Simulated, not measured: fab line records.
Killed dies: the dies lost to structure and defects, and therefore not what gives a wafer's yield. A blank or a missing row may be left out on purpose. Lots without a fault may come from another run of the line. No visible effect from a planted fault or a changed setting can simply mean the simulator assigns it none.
One fault through the eyes of 2 desks    flow sky130    only its own numbers are on each desk; what lay behind them is given at the end

== THE TOOL OWNER'S DESK: litho_track-04 ==
The tool's own readings at SKY_POLY_GATE_DEVELOP_12 (develop time 60 s): means of the sampled wafers that have a number, for each lot that ran on this tool. A lot is out of limits, marked OUT, if its mean lies more than 4 standard deviations from the usual mean; the brackets give that distance.
Columns: A = developer_temp_C at SKY_POLY_GATE_DEVELOP_12, usual 21.01 C
lot   first seen here  A
L848  day 16 04:00     20.86
L852  day 17 22:00     20.90
L854  day 18 11:00     18.83 (-20) OUT
L855  day 19 08:00     18.86 (-20) OUT
L856  day 19 09:00     18.92 (-19) OUT
L866  day 23 02:00     20.91
L868  day 23 16:00     21.20
This desk finds L854, L855, L856 out of limits, L854 being first, at day 18 11:00 (developer_temp_C at SKY_POLY_GATE_DEVELOP_12). Within limits: L848, L852, L866, L868.

== METROLOGY DESK ==
What the gauges read for every lot (on any tool): the sampled wafers with a number, averaged. A lot is out of limits, marked OUT, if its mean lies more than 4 standard deviations from the usual mean; the brackets give that distance.
Columns: A = NWELL_01_OVL at SKY_NWELL_OVL_MEAS_23, usual -1.3 nm; B = LDD_HVP_OVL at SKY_LDD_HVP_OVL_MEAS_07, usual 0.0 nm
lot   first seen here  A     B
L848  day 5 06:37      -1.5  -0.6
L852  day 6 08:21      -2.6  -1.4
L853  day 6 17:14      -0.4  0.4
L854  day 6 20:51      -2.9  -0.8
L855  day 7 05:28      -0.7  1.2
L856  day 7 06:10      -0.4  -1.1
L863  day 9 03:17      -1.0  -0.8
L865  day 9 22:45      -1.7  0.2
L866  day 9 23:46      -0.4  -0.2
L867  day 10 03:42     -0.7  1.4
L868  day 10 11:51     -0.4  0.5
L869  day 10 12:39     -3.0  -0.7
L870  day 10 20:00     -1.3  0.3
L871  day 11 00:20     -1.7  0.9
This desk's finding: nothing out of limits on any of the 14 lots.

== PUT TOGETHER ==
At day 18 11:00, on L854, L855, L856, the tool owner's desk was in a position to raise an alarm.
Metrology desk: nothing out of limits seen.
The metrology desk has L854, L855, L856 on record, within its limits.
SKY_POLY_GATE_DEVELOP_12 was run on litho_track-04 by each of the lots named.

== WHAT WAS PUT IN BY THE SIMULATOR ==
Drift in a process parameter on litho_track-04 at SKY_POLY_GATE_DEVELOP_12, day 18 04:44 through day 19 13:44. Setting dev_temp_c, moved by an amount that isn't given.
Shown lots that were struck: L854, L855, L856.
Delay in hours, fault start to first out-of-limits reading, by desk: the tool owner's desk at 6.
